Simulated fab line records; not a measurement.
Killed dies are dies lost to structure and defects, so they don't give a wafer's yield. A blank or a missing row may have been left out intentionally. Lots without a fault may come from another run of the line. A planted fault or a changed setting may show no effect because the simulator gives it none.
2 desks, one fault	flow gf180mcu	what lay behind the numbers comes last; until then each desk has only its own

## DESK OF THE TOOL OWNER: iline_stepper-02
The tool's own readings at GF_HV_LDD_EXPOSE_04 (exposes mask Nplus LV AREA, target cd 400 nm): means of the sampled wafers that have a number, for each lot that ran on this tool. The brackets show how far a lot's mean lies from the usual mean; more than 4 standard deviations puts the lot out of limits, marked OUT.
Columns: A = exposure_dose_mJ_cm2 at GF_HV_LDD_EXPOSE_04, usual 139.99; B = focus_offset_nm at GF_HV_LDD_EXPOSE_04, usual 0.0 nm
lot	first seen here	A	B
L379	day 10 04:21	139.91	0.2
L380	day 10 11:01	140.06	0.6
L391	day 13 21:39	139.95	0.5
L392	day 14 08:04	140.12	0.3
L395	day 15 02:32	140.05	-0.4
L397	day 15 15:24	140.05	-0.7
L398	day 15 23:25	140.20	0.5
L400	day 16 18:04	140.10	0.0
This desk's verdict: no lot among the 8 shows anything out of limits.

## THE METROLOGY DESK
What the gauges read for every lot (on any tool): the sampled wafers with a number, averaged. The brackets show how far a lot's mean lies from the usual mean; more than 4 standard deviations puts the lot out of limits, marked OUT.
Columns: A = SAB_CVD_00_THK at GF_SAB_THK_MEAS_01, usual 49.7 nm; B = V1_BOW at GF_V1_BOW_MEAS_05, usual 84 um
lot	first seen here	A	B
L379	day 14 20:13	49.6	84
L380	day 15 05:38	49.9	89
L381	day 15 11:31	50.0	80
L382	day 15 19:09	49.9	76
L391	day 19 05:05	49.7	82
L392	day 19 18:46	50.6	79
L395	day 20 14:59	49.6	90
L396	day 20 22:25	48.6	88
L397	day 21 05:05	49.6	87
L398	day 21 13:55	48.9	87
L399	day 21 20:27	49.8	88
L400	day 22 08:43	49.5	85
This desk's verdict: no lot among the 12 shows anything out of limits.

## PUT TOGETHER
The tool owner's desk saw nothing out of limits.
From the metrology desk's view, nothing was out of limits.

## WHAT THE SIMULATOR HAD PUT IN
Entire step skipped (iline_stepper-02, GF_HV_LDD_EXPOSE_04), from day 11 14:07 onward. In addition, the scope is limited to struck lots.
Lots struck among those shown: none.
